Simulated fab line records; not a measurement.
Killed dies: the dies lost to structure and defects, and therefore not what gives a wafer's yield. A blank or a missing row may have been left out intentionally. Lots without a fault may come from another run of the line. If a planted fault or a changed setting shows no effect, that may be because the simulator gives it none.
What tool caused it? :: flow sky130 :: 13 lots, 39 wafers sampled, at 2 steps of a route of 708

## WHAT EACH GAUGE READ, for each wafer
SKY_GATE_OXIDE_OVL_MEAS_10.
lot: L632
measured: day 13 17:13
on: overlay-01
GATE_OXIDE_OVL (nm): 0.0 -0.6 0.0

lot: L633
measured: day 14 03:38
on: overlay-02
GATE_OXIDE_OVL (nm): 0.7 -0.9 -1.2

lot: L634
measured: day 14 14:49
on: overlay-01
GATE_OXIDE_OVL (nm): 0.7 0.8 1.7

lot: L635
measured: day 15 01:47
on: overlay-02
GATE_OXIDE_OVL (nm): -0.4 0.1 1.0

lot: L638
measured: day 16 04:46
on: overlay-01
GATE_OXIDE_OVL (nm): -2.0 -3.1 0.1

lot: L641
measured: day 17 00:20
on: overlay-01
GATE_OXIDE_OVL (nm): 1.2 0.5 1.4

lot: L643
measured: day 17 18:49
on: overlay-01
GATE_OXIDE_OVL (nm): -0.7 -0.3 -0.9

lot: L644
measured: day 17 21:04
on: overlay-02
GATE_OXIDE_OVL (nm): 0.2 -1.4 -2.2

lot: L650
measured: day 20 05:16
on: overlay-01
GATE_OXIDE_OVL (nm): -0.5 -0.3 -1.2

lot: L652
measured: day 21 10:31
on: overlay-02
GATE_OXIDE_OVL (nm): 1.3 -0.2 0.6

lot: L653
measured: day 21 15:46
on: overlay-01
GATE_OXIDE_OVL (nm): -1.3 -0.2 -0.5

lot: L654
measured: day 22 04:05
on: overlay-01
GATE_OXIDE_OVL (nm): 0.7 -0.8 0.3

lot: L655
measured: day 22 11:29
on: overlay-02
GATE_OXIDE_OVL (nm): -0.5 -1.4 0.2

SKY_POLY_GATE_CD_MEAS_13: target cd 150 nm.
lot: L632
measured: day 16 03:20
on: cd sem-02
cd nm (nm): 148.2 148.0 148.6

lot: L633
measured: day 16 20:04
on: cd sem-01
cd nm (nm): 147.6 149.5 149.1

lot: L634
measured: day 17 08:14
on: cd sem-02
cd nm (nm): 152.0 152.4 151.5

lot: L635
measured: day 17 16:14
on: cd sem-02
cd nm (nm): 150.3 150.4 151.5

lot: L638
measured: day 18 23:49
on: cd sem-02
cd nm (nm): 148.6 149.1 150.6

lot: L641
measured: day 19 18:53
on: cd sem-02
cd nm (nm): 147.8 146.8 147.3

lot: L643
measured: day 20 14:17
on: cd sem-01
cd nm (nm): 148.9 149.1 148.6

lot: L644
measured: day 20 15:37
on: cd sem-01
cd nm (nm): 150.8 148.5 150.7

lot: L650
measured: day 23 01:00
on: cd sem-02
cd nm (nm): 150.2 148.7 149.9

lot: L652
measured: day 24 04:10
on: cd sem-02
cd nm (nm): 147.8 148.4 148.6

lot: L653
measured: day 24 10:00
on: cd sem-02
cd nm (nm): 147.4 149.1 147.9

lot: L654
measured: day 24 20:32
on: cd sem-01
cd nm (nm): 150.5 151.1 151.2

lot: L655
measured: day 25 04:20
on: cd sem-01
cd nm (nm): 150.4 150.9 151.4

## EACH LOT AND THE TOOL THAT RAN IT (in order: tool; ch and the chambers of the sampled wafers; start)
There is no process step in the record ahead of these readings.

## WHAT THE TOOLS THEMSELVES READ (means of the sampled wafers that have a number; where no wafer has one, the mark that the record gives instead)
The record holds no such reading with a usual standard deviation.

## THE ANSWER, worked out from the rows above alone
Rule: usual is defined by the lots themselves. The widest of any qualifying gaps counts: lots, ordered by their means at a reading, are off when they make up no more than a third of the lots, leave a main group of 4 or more, and stand apart from it by 3 or more times the standard deviation of that group's means. Not used: any main group whose means are identical at the precision the tables above print for the reading. Also off: a lot with no number at a reading for which 4 or more lots have one. All remaining lots with rows at the step are treated as sound. First the gauges in route order, then the tools' own readings, where a lot's mean is used as printed above. The first step at which some lot is off is used, and at that step the reading that is off furthest; a lot without a number counts as furthest.
Nothing can be told from this: no lot is off at any reading shown.

## WHAT WAS PUT IN BY THE SIMULATOR
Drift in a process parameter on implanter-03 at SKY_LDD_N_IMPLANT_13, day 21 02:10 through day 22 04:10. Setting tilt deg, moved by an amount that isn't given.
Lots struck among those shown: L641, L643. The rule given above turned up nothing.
